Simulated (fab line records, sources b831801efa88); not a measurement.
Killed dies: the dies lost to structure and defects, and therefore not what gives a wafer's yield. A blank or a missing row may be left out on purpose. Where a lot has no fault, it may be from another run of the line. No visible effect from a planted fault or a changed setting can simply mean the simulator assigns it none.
The tool behind it: which one? :: flow sky130 :: 11 lots with 33 wafers sampled at 3 steps, on a route of 708 steps

== WHAT EACH GAUGE READ, for each wafer ==
SKY_VT_ADJUST_NCORE_OVL_MEAS_08. Usual: VT_ADJUST_NCORE_OVL gives -0.1 nm (standard deviation 1.4).
lot: L469
measured: day 8 12:44
on: overlay-02
VT_ADJUST_NCORE_OVL (nm): 0.8 -0.9 0.6
flag: 

lot: L471
measured: day 8 22:23
on: overlay-02
VT_ADJUST_NCORE_OVL (nm): 0.1 -0.5 0.6
flag: 

lot: L474
measured: day 9 19:21
on: overlay-02
VT_ADJUST_NCORE_OVL (nm): 1.3 0.5 -0.1
flag: 

lot: L475
measured: day 10 04:05
on: overlay-02
VT_ADJUST_NCORE_OVL (nm): 2.0 0.3 -1.0
flag: 

lot: L476
measured: day 10 12:41
on: overlay-01
VT_ADJUST_NCORE_OVL (nm): 2.9 1.2 -0.3
flag: 

lot: L485
measured: day 13 07:02
on: overlay-02
VT_ADJUST_NCORE_OVL (nm): 3.0 1.6 2.1
flag: 

lot: L487
measured: day 14 00:35
on: overlay-02
VT_ADJUST_NCORE_OVL (nm): -2.2 -3.0 -0.7
flag: 

lot: L489
measured: day 14 09:26
on: overlay-01
VT_ADJUST_NCORE_OVL (nm): 1.0 1.0 -0.2
flag: 

lot: L490
measured: day 14 16:53
on: overlay-01
VT_ADJUST_NCORE_OVL (nm): -2.3 -1.4 -1.9
flag: 

lot: L491
measured: day 15 00:02
on: overlay-02
VT_ADJUST_NCORE_OVL (nm): -1.2 -1.1 -0.8
flag: 

lot: L492
measured: day 15 09:05
on: overlay-01
VT_ADJUST_NCORE_OVL (nm): -1.9 -3.9 -0.7
flag: 

SKY_POLY_GATE_THK_MEAS_01. Usual: POLY_GATE_CVD_00_THK gives 180.5 nm (standard deviation 1.4).
lot: L469
measured: day 13 19:47
on: film_metro-03
POLY_GATE_CVD_00_THK (nm): 180.7 179.7 180.2
flag: 

lot: L471
measured: day 14 07:09
on: film_metro-03
POLY_GATE_CVD_00_THK (nm): 179.1 181.1 178.2
flag: 

lot: L474
measured: day 15 08:59
on: film_metro-01
POLY_GATE_CVD_00_THK (nm): 179.5 178.6 180.1
flag: 

lot: L475
measured: day 15 19:43
on: film_metro-02
POLY_GATE_CVD_00_THK (nm): 149.0 148.9 148.4
flag: OFF

lot: L476
measured: day 16 08:20
on: film_metro-01
POLY_GATE_CVD_00_THK (nm): 148.1 147.4 148.0
flag: OFF

lot: L485
measured: day 19 13:07
on: film_metro-01
POLY_GATE_CVD_00_THK (nm): 183.8 184.1 184.6
flag: 

lot: L487
measured: day 20 15:11
on: film_metro-02
POLY_GATE_CVD_00_THK (nm): 180.1 181.1 179.5
flag: 

lot: L489
measured: day 20 22:32
on: film_metro-01
POLY_GATE_CVD_00_THK (nm): 179.1 181.7 179.4
flag: 

lot: L490
measured: day 21 04:33
on: film_metro-02
POLY_GATE_CVD_00_THK (nm): 181.1 179.6 181.2
flag: 

lot: L491
measured: day 21 14:08
on: film_metro-02
POLY_GATE_CVD_00_THK (nm): 177.9 179.6 178.7
flag: 

lot: L492
measured: day 22 03:59
on: film_metro-01
POLY_GATE_CVD_00_THK (nm): 181.0 179.1 179.4
flag: 

== EACH LOT AND THE TOOL THAT RAN IT (in order: tool; ch and the chambers of the sampled wafers; start) ==
lot: L469
SKY_POLY_GATE_CVD_00: lpcvd-01 ch 0, day 13 18:35

lot: L471
SKY_POLY_GATE_CVD_00: lpcvd-01 ch 1, day 14 05:56

lot: L474
SKY_POLY_GATE_CVD_00: lpcvd-01 ch 0, day 15 07:47

lot: L475
SKY_POLY_GATE_CVD_00: lpcvd-01 ch 0, day 15 18:31

lot: L476
SKY_POLY_GATE_CVD_00: lpcvd-01 ch 0, day 16 06:32

lot: L485
SKY_POLY_GATE_CVD_00: lpcvd-01 ch 1, day 19 11:55

lot: L487
SKY_POLY_GATE_CVD_00: lpcvd-01 ch 0, day 20 13:59

lot: L489
SKY_POLY_GATE_CVD_00: lpcvd-01 ch 0, day 20 21:19

lot: L490
SKY_POLY_GATE_CVD_00: lpcvd-01 ch 1, day 21 03:20

lot: L491
SKY_POLY_GATE_CVD_00: lpcvd-01 ch 0, day 21 12:56

lot: L492
SKY_POLY_GATE_CVD_00: lpcvd-01 ch 1, day 22 02:47
- SKY_POLY_GATE_CVD_00: deposits poly-Si, target thk 180 nm, time 720 s.

== WHAT THE TOOLS THEMSELVES READ (means of the sampled wafers that have a number; where no wafer has one, the mark that the record gives instead) ==
SKY_POLY_GATE_CVD_00. Usual: zone_power_upper_pct reads 9.4 % (standard deviation 0.52).
lot: L469
tool: lpcvd-01
zone_power_upper_pct (%): 9.9
flag: 

lot: L471
tool: lpcvd-01
zone_power_upper_pct (%): 8.8
flag: 

lot: L474
tool: lpcvd-01
zone_power_upper_pct (%): 9.9
flag: 

lot: L475
tool: lpcvd-01
zone_power_upper_pct (%): 9.9
flag: 

lot: L476
tool: lpcvd-01
zone_power_upper_pct (%): 9.9
flag: 

lot: L485
tool: lpcvd-01
zone_power_upper_pct (%): 8.9
flag: 

lot: L487
tool: lpcvd-01
zone_power_upper_pct (%): 9.9
flag: 

lot: L489
tool: lpcvd-01
zone_power_upper_pct (%): 9.9
flag: 

lot: L490
tool: lpcvd-01
zone_power_upper_pct (%): 8.8
flag: 

lot: L491
tool: lpcvd-01
zone_power_upper_pct (%): 10.0
flag: 

lot: L492
tool: lpcvd-01
zone_power_upper_pct (%): 8.9
flag: 

== THE ANSWER, worked out from the rows above alone ==
Rule: a lot counts as off when the mean over its wafers that have a number is more than 3 standard deviations away from the usual mean. Also off: a lot with no number at a reading for which 4 or more lots have one. The other lots that the step has rows for count as sound. First the gauges in route order, then the tools' own readings, where a lot's mean is used as printed above. The first step at which some lot is off is used, and at that step the reading that is off furthest; a lot without a number counts as furthest.
Off: L475, L476, seen at SKY_POLY_GATE_THK_MEAS_01 (POLY_GATE_CVD_00_THK).
A tool fits if, at a process step before that reading, it ran every lot that is off, and no sound lot after the first of them. The gauges at SKY_POLY_GATE_THK_MEAS_01 are tried like those tools. Not one of the candidates tried fits.

== WHAT THE SIMULATOR PUT IN ==
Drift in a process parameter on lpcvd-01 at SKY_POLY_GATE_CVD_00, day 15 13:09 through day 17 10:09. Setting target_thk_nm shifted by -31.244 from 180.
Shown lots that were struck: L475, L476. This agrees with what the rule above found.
